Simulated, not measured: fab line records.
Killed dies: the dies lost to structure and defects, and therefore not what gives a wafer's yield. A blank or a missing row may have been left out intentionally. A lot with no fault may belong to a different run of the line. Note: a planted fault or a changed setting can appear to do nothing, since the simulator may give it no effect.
Matching of chambers ; flow sky130 ; cmp-02 running SKY_VIA4_CMP_02: 4 sister chambers
The step polishes SiO2. 20 wafers are shown with their chamber, then 10 later ones without.

## WAFERS PAIRED WITH THEIR CHAMBERS
wafer;chamber;motorCurrentA (A);slurryFlowMlMin
L161.3;3;14.0;150.3
L161.4;2;11.5;150.3
L161.5;3;12.4;149.3
L164.1;1;12.1;150.2
L164.5;3;13.8;150.6
L164.6;0;10.6;150.1
L167.2;3;13.1;150.2
L167.5;0;11.0;150.6
L167.6;3;13.3;150.2
L171.4;2;11.3;150.5
L171.5;3;13.3;149.7
L171.6;0;11.2;150.2
L173.1;3;13.2;151.2
L173.3;1;12.3;150.3
L173.6;3;13.2;150.6
L174.3;1;11.7;149.6
L174.5;3;14.4;149.8
L174.6;0;11.3;149.9
L176.1;2;11.6;150.3
L176.3;3;13.6;150.2

SIGNATURES (averages over the wafers above)
reading;chamber 0;chamber 1;chamber 2;chamber 3;scatter within a chamber
motorCurrentA;11.025;12.033;11.467;13.430;0.452
slurryFlowMlMin;150.200;150.033;150.367;150.210;0.442
Rule: a wafer lies at a distance from a chamber equal to the root of the sum of squares, over the readings, of (its reading less the chamber's mean, divided by the reading's scatter). If the next closest chamber is less than 2 further off than the closest, the wafer can't be placed; otherwise it belongs to the closest. The scatter: take each reading less its chamber's mean, square it, sum over the shown wafers, divide by the number of wafers less the number of chambers, and take the root.

## WAFERS WITH NO CHAMBER GIVEN
wafer;motorCurrentA (A);slurryFlowMlMin
L176.5;10.5;150.4
L178.1;10.9;150.2
L178.3;10.8;149.8
L178.6;13.4;149.2
L181.1;11.4;149.2
L181.2;11.8;151.2
L181.3;12.6;150.3
L183.2;12.4;149.7
L183.5;12.4;149.7
L183.6;10.8;150.4

## EACH ONE'S CHAMBER
wafer;from the rows above;in truth
L176.5;can't be placed: 0 or 2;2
L178.1;can't be placed: 0 or 2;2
L178.3;can't be placed: 0 or 2 or 1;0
L178.6;can't be placed: 3 or 1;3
L181.1;can't be placed: 1 or 0 or 2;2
L181.2;can't be placed: 2 or 1 or 0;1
L181.3;can't be placed: 1 or 3 or 2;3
L183.2;can't be placed: 1 or 3 or 2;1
L183.5;can't be placed: 1 or 3 or 2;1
L183.6;can't be placed: 0 or 2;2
Correctly placed: 0 of 10. Can't be placed from these rows: 10 (the true chamber is among the candidates in 10). Number placed wrongly: 0.
